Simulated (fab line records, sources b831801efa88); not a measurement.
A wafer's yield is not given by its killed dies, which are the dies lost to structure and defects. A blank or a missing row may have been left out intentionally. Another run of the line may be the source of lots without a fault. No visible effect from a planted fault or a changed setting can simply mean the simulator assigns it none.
Which of the tools did it? / flow gf180mcu / Sampling: 13 lots, 39 wafers, 4 of 602 route steps

WHAT THE GAUGES SHOWED, per wafer
GF_M4_OVL_MEAS_15.
lot=L666; measured=day 23 19:41; on=overlay-01; M4_OVL (nm)=0 0 -3
lot=L667; measured=day 24 00:56; on=overlay-02; M4_OVL (nm)=4 -2 2
lot=L668; measured=day 24 06:12; on=overlay-02; M4_OVL (nm)=6 8 5
lot=L669; measured=day 24 22:29; on=overlay-01; M4_OVL (nm)=-6 -5 -8
lot=L670; measured=day 25 04:26; on=overlay-02; M4_OVL (nm)=3 4 -1
lot=L671; measured=day 26 00:47; on=overlay-02; M4_OVL (nm)=1 0 -2
lot=L673; measured=day 26 11:17; on=overlay-01; M4_OVL (nm)=0 5 -2
lot=L674; measured=day 26 13:56; on=overlay-01; M4_OVL (nm)=-1 1 -2
lot=L676; measured=day 27 05:53; on=overlay-01; M4_OVL (nm)=-6 -9 -4
lot=L683; measured=day 29 03:47; on=overlay-01; M4_OVL (nm)=4 7 7
lot=L687; measured=day 30 03:14; on=overlay-01; M4_OVL (nm)=-9 -10 -7
lot=L688; measured=day 30 11:02; on=overlay-01; M4_OVL (nm)=6 5 2
lot=L689; measured=day 30 17:29; on=overlay-02; M4_OVL (nm)=4 1 5

GF_MIM_THK_MEAS_06.
lot=L666; measured=day 24 21:11; on=film metro-02; MIM_CVD_05_THK (nm)=40.4 40.8 41.5
lot=L667; measured=day 25 02:11; on=film metro-02; MIM_CVD_05_THK (nm)=41.6 41.1 41.9
lot=L668; measured=day 25 06:49; on=film metro-04; MIM_CVD_05_THK (nm)=41.5 41.4 41.2
lot=L669; measured=day 25 22:56; on=film metro-02; MIM_CVD_05_THK (nm)=41.1 41.8 42.5
lot=L670; measured=day 26 04:20; on=film metro-04; MIM_CVD_05_THK (nm)=41.6 41.9 41.8
lot=L671; measured=day 27 00:47; on=film metro-02; MIM_CVD_05_THK (nm)=40.9 42.0 41.8
lot=L673; measured=day 27 10:55; on=film metro-02; MIM_CVD_05_THK (nm)=42.5 41.9 42.4
lot=L674; measured=day 27 13:38; on=film metro-04; MIM_CVD_05_THK (nm)=42.2 41.2 42.3
lot=L676; measured=day 28 05:19; on=film metro-01; MIM_CVD_05_THK (nm)=42.6 42.1 42.4
lot=L683; measured=day 30 01:43; on=film metro-04; MIM_CVD_05_THK (nm)=41.6 42.0 42.4
lot=L687; measured=day 31 01:01; on=film metro-04; MIM_CVD_05_THK (nm)=42.5 42.7 42.1
lot=L688; measured=day 31 08:05; on=film metro-02; MIM_CVD_05_THK (nm)=42.1 42.8 42.3
lot=L689; measured=day 31 14:49; on=film metro-02; MIM_CVD_05_THK (nm)=41.2 41.8 42.2

EACH LOT AND THE TOOL THAT RAN IT (in order: tool; ch and the chambers of the sampled wafers; start)
lot=L666; GF_V2_CMP_04=cmp-02 ch 0,1,3, day 19 15:36; GF_V4_ETCH_16=rie diel-01 ch 0,2,3, day 24 19:34
lot=L667; GF_V2_CMP_04=cmp-01 ch 0,1,2, day 19 21:34; GF_V4_ETCH_16=rie diel-03 ch 2,3, day 25 00:34
lot=L668; GF_V2_CMP_04=cmp-02 ch 1,2, day 20 02:49; GF_V4_ETCH_16=rie diel-02 ch 0,1,3, day 25 05:07
lot=L669; GF_V2_CMP_04=cmp-02 ch 2,3, day 20 21:48; GF_V4_ETCH_16=rie diel-01 ch 0,3, day 25 21:13
lot=L670; GF_V2_CMP_04=cmp-02 ch 1,2,3, day 21 02:46; GF_V4_ETCH_16=rie diel-01 ch 0,1,3, day 26 02:43
lot=L671; GF_V2_CMP_04=cmp-02 ch 1,2,3, day 22 01:56; GF_V4_ETCH_16=rie diel-02 ch 0,1, day 26 23:01
lot=L673; GF_V2_CMP_04=cmp-02 ch 0,2,3, day 22 12:11; GF_V4_ETCH_16=rie diel-03 ch 0,1,3, day 27 09:16
lot=L674; GF_V2_CMP_04=cmp-02 ch 1,2,3, day 22 16:26; GF_V4_ETCH_16=rie diel-03 ch 0,3, day 27 12:02
lot=L676; GF_V2_CMP_04=cmp-02 ch 0,1, day 23 11:57; GF_V4_ETCH_16=rie diel-03 ch 0,1,2, day 28 03:38
lot=L683; GF_V2_CMP_04=cmp-01 ch 0,2, day 25 12:39; GF_V4_ETCH_16=rie diel-01 ch 0,1,2, day 30 00:05
lot=L687; GF_V2_CMP_04=cmp-02 ch 2,3, day 26 15:14; GF_V4_ETCH_16=rie diel-02 ch 0,2,3, day 30 23:22
lot=L688; GF_V2_CMP_04=cmp-02 ch 1,2,3, day 27 00:40; GF_V4_ETCH_16=rie diel-03 ch 0,1, day 31 06:26
lot=L689; GF_V2_CMP_04=cmp-01 ch 0,2,3, day 27 06:30; GF_V4_ETCH_16=rie diel-02 ch 1,3, day 31 13:10
- GF_V2_CMP_04: polishes SiO2.
- GF_V4_ETCH_16: etches BARC in N2/H2.

WHAT THE TOOLS THEMSELVES READ (means of the sampled wafers that have a number; where no wafer has one, the mark that the record gives instead)
GF_V2_CMP_04.
lot=L666; tool=cmp-02; motor current A (A)=10.8; time to endpoint s (s)=81
lot=L667; tool=cmp-01; motor current A (A)=11.9; time to endpoint s (s)=75
lot=L668; tool=cmp-02; motor current A (A)=10.9; time to endpoint s (s)=80
lot=L669; tool=cmp-02; motor current A (A)=10.6; time to endpoint s (s)=82
lot=L670; tool=cmp-02; motor current A (A)=10.9; time to endpoint s (s)=84
lot=L671; tool=cmp-02; motor current A (A)=11.2; time to endpoint s (s)=86
lot=L673; tool=cmp-02; motor current A (A)=10.9; time to endpoint s (s)=77
lot=L674; tool=cmp-02; motor current A (A)=10.8; time to endpoint s (s)=79
lot=L676; tool=cmp-02; motor current A (A)=10.7; time to endpoint s (s)=86
lot=L683; tool=cmp-01; motor current A (A)=11.8; time to endpoint s (s)=84
lot=L687; tool=cmp-02; motor current A (A)=10.4; time to endpoint s (s)=79
lot=L688; tool=cmp-02; motor current A (A)=10.9; time to endpoint s (s)=85
lot=L689; tool=cmp-01; motor current A (A)=11.5; time to endpoint s (s)=80

GF_V4_ETCH_16.
lot=L666; tool=rie diel-01; drypump motor current A (A)=5.0; n2 flow sccm (sccm)=100.0; oes product au (a.u.)=0.849; throttle valve pct (%)=13.226
lot=L667; tool=rie diel-03; drypump motor current A (A)=5.8; n2 flow sccm (sccm)=100.0; oes product au (a.u.)=0.854; throttle valve pct (%)=13.217
lot=L668; tool=rie diel-02; drypump motor current A (A)=5.6; n2 flow sccm (sccm)=99.8; oes product au (a.u.)=0.855; throttle valve pct (%)=13.222
lot=L669; tool=rie diel-01; drypump motor current A (A)=5.1; n2 flow sccm (sccm)=99.8; oes product au (a.u.)=0.850; throttle valve pct (%)=13.222
lot=L670; tool=rie diel-01; drypump motor current A (A)=5.4; n2 flow sccm (sccm)=99.7; oes product au (a.u.)=0.855; throttle valve pct (%)=13.231
lot=L671; tool=rie diel-02; drypump motor current A (A)=5.6; n2 flow sccm (sccm)=99.6; oes product au (a.u.)=0.854; throttle valve pct (%)=13.229
lot=L673; tool=rie diel-03; drypump motor current A (A)=5.6; n2 flow sccm (sccm)=99.9; oes product au (a.u.)=0.859; throttle valve pct (%)=13.226
lot=L674; tool=rie diel-03; drypump motor current A (A)=5.7; n2 flow sccm (sccm)=99.6; oes product au (a.u.)=0.857; throttle valve pct (%)=13.214
lot=L676; tool=rie diel-03; drypump motor current A (A)=5.7; n2 flow sccm (sccm)=100.1; oes product au (a.u.)=0.853; throttle valve pct (%)=13.215
lot=L683; tool=rie diel-01; drypump motor current A (A)=5.4; n2 flow sccm (sccm)=99.7; oes product au (a.u.)=0.852; throttle valve pct (%)=13.213
lot=L687; tool=rie diel-02; drypump motor current A (A)=5.7; n2 flow sccm (sccm)=99.9; oes product au (a.u.)=0.857; throttle valve pct (%)=13.228
lot=L688; tool=rie diel-03; drypump motor current A (A)=5.6; n2 flow sccm (sccm)=100.1; oes product au (a.u.)=0.860; throttle valve pct (%)=13.223
lot=L689; tool=rie diel-02; drypump motor current A (A)=5.6; n2 flow sccm (sccm)=100.3; oes product au (a.u.)=0.850; throttle valve pct (%)=13.224

THE ANSWER, worked out from the rows above alone
Rule: what is usual is taken from the lots themselves. The widest of any qualifying gaps counts: lots, ordered by their means at a reading, are off when they make up no more than a third of the lots, leave a main group of 4 or more, and stand apart from it by 3 or more times the standard deviation of that group's means. The tables above print the reading to a certain number of digits; a main group whose means all agree to those digits is not used. Also off: a lot with no number at a reading for which 4 or more lots have one. All remaining lots with rows at the step are treated as sound. After the gauges, taken in route order, come the tools' own readings; for these a lot's mean is taken, as printed above. The first step at which some lot is off is used, and at that step the reading that is off furthest; a lot without a number counts as furthest.
Nothing can be told from this: no lot is off at any reading shown.

WHAT THE SIMULATOR PUT IN
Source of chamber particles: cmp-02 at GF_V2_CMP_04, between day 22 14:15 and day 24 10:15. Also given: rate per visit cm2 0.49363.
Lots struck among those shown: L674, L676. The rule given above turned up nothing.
